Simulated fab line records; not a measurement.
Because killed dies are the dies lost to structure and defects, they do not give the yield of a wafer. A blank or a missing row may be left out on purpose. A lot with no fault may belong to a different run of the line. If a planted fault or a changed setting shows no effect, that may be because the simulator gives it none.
Matching of chambers / flow sky130 / SKY_CONTACT_CMP_04 on cmp-02 has 4 sister chambers
The step polishes SiO2. 20 wafers are shown with their chamber, then 10 later ones without.

## WAFERS WITH THEIR CHAMBER
wafer=L261.1; chamber=2; motorCurrentA (A)=14.5; timeToEndpointS (s)=81; retainingRingPressureFrac=1.006
wafer=L261.2; chamber=3; motorCurrentA (A)=9.1; timeToEndpointS (s)=79; retainingRingPressureFrac=0.996
wafer=L261.3; chamber=1; motorCurrentA (A)=13.2; timeToEndpointS (s)=90; retainingRingPressureFrac=1.006
wafer=L262.1; chamber=3; motorCurrentA (A)=9.2; timeToEndpointS (s)=80; retainingRingPressureFrac=0.997
wafer=L262.4; chamber=1; motorCurrentA (A)=13.2; timeToEndpointS (s)=89; retainingRingPressureFrac=0.994
wafer=L262.5; chamber=1; motorCurrentA (A)=13.2; timeToEndpointS (s)=86; retainingRingPressureFrac=1.008
wafer=L266.1; chamber=0; motorCurrentA (A)=10.9; timeToEndpointS (s)=78; retainingRingPressureFrac=0.992
wafer=L266.3; chamber=3; motorCurrentA (A)=9.4; timeToEndpointS (s)=81; retainingRingPressureFrac=0.997
wafer=L266.4; chamber=2; motorCurrentA (A)=14.0; timeToEndpointS (s)=79; retainingRingPressureFrac=1.015
wafer=L269.1; chamber=2; motorCurrentA (A)=14.1; timeToEndpointS (s)=83; retainingRingPressureFrac=1.001
wafer=L269.3; chamber=3; motorCurrentA (A)=9.1; timeToEndpointS (s)=79; retainingRingPressureFrac=1.007
wafer=L269.5; chamber=3; motorCurrentA (A)=8.7; timeToEndpointS (s)=82; retainingRingPressureFrac=0.999
wafer=L271.2; chamber=3; motorCurrentA (A)=9.3; timeToEndpointS (s)=77; retainingRingPressureFrac=1.002
wafer=L271.3; chamber=1; motorCurrentA (A)=12.7; timeToEndpointS (s)=87; retainingRingPressureFrac=1.004
wafer=L271.4; chamber=2; motorCurrentA (A)=14.1; timeToEndpointS (s)=83; retainingRingPressureFrac=1.005
wafer=L273.1; chamber=3; motorCurrentA (A)=8.8; timeToEndpointS (s)=81; retainingRingPressureFrac=1.001
wafer=L273.3; chamber=1; motorCurrentA (A)=13.5; timeToEndpointS (s)=85; retainingRingPressureFrac=0.989
wafer=L273.6; chamber=1; motorCurrentA (A)=13.1; timeToEndpointS (s)=88; retainingRingPressureFrac=0.987
wafer=L275.2; chamber=2; motorCurrentA (A)=14.2; timeToEndpointS (s)=81; retainingRingPressureFrac=1.003
wafer=L275.4; chamber=0; motorCurrentA (A)=10.9; timeToEndpointS (s)=77; retainingRingPressureFrac=0.997

SIGNATURES (means of the wafers above)
reading=motorCurrentA; chamber 0=10.900; chamber 1=13.150; chamber 2=14.180; chamber 3=9.086; scatter within a chamber=0.233
reading=timeToEndpointS; chamber 0=77.50; chamber 1=87.50; chamber 2=81.40; chamber 3=79.86; scatter within a chamber=1.7
reading=retainingRingPressureFrac; chamber 0=0.99450; chamber 1=0.99800; chamber 2=1.00600; chamber 3=0.99986; scatter within a chamber=0.0063
Rule: for a wafer and a chamber, the distance is found by dividing, reading by reading, the gap between the wafer's reading and the chamber's mean by the reading's scatter, squaring, summing and taking the root. The wafer belongs to the nearest chamber; if the next one is less than 2 further off, it can't be placed. The scatter: take each reading less its chamber's mean, square it, sum over the shown wafers, divide by the number of wafers less the number of chambers, and take the root.

## WAFERS WITHOUT THEIR CHAMBER
wafer=L275.6; motorCurrentA (A)=14.0; timeToEndpointS (s)=82; retainingRingPressureFrac=1.004
wafer=L278.1; motorCurrentA (A)=13.6; timeToEndpointS (s)=83; retainingRingPressureFrac=0.995
wafer=L278.3; motorCurrentA (A)=10.8; timeToEndpointS (s)=81; retainingRingPressureFrac=0.993
wafer=L278.4; motorCurrentA (A)=13.1; timeToEndpointS (s)=90; retainingRingPressureFrac=1.008
wafer=L280.3; motorCurrentA (A)=11.2; timeToEndpointS (s)=81; retainingRingPressureFrac=1.000
wafer=L280.4; motorCurrentA (A)=9.3; timeToEndpointS (s)=75; retainingRingPressureFrac=0.999
wafer=L280.5; motorCurrentA (A)=9.8; timeToEndpointS (s)=79; retainingRingPressureFrac=1.000
wafer=L281.2; motorCurrentA (A)=12.8; timeToEndpointS (s)=93; retainingRingPressureFrac=0.991
wafer=L281.4; motorCurrentA (A)=14.2; timeToEndpointS (s)=83; retainingRingPressureFrac=1.004
wafer=L281.5; motorCurrentA (A)=14.3; timeToEndpointS (s)=85; retainingRingPressureFrac=0.996

## EACH ONE'S CHAMBER
wafer=L275.6; from the rows above=2; in truth=2
wafer=L278.1; from the rows above=can't be placed: 2 or 1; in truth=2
wafer=L278.3; from the rows above=0; in truth=0
wafer=L278.4; from the rows above=1; in truth=1
wafer=L280.3; from the rows above=0; in truth=0
wafer=L280.4; from the rows above=3; in truth=3
wafer=L280.5; from the rows above=can't be placed: 3 or 0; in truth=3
wafer=L281.2; from the rows above=1; in truth=1
wafer=L281.4; from the rows above=2; in truth=2
wafer=L281.5; from the rows above=2; in truth=2
Correct placement for 8 of the 10. Can't be placed from these rows: 2 (the true chamber is among the candidates in 2). Wrongly placed: 0.
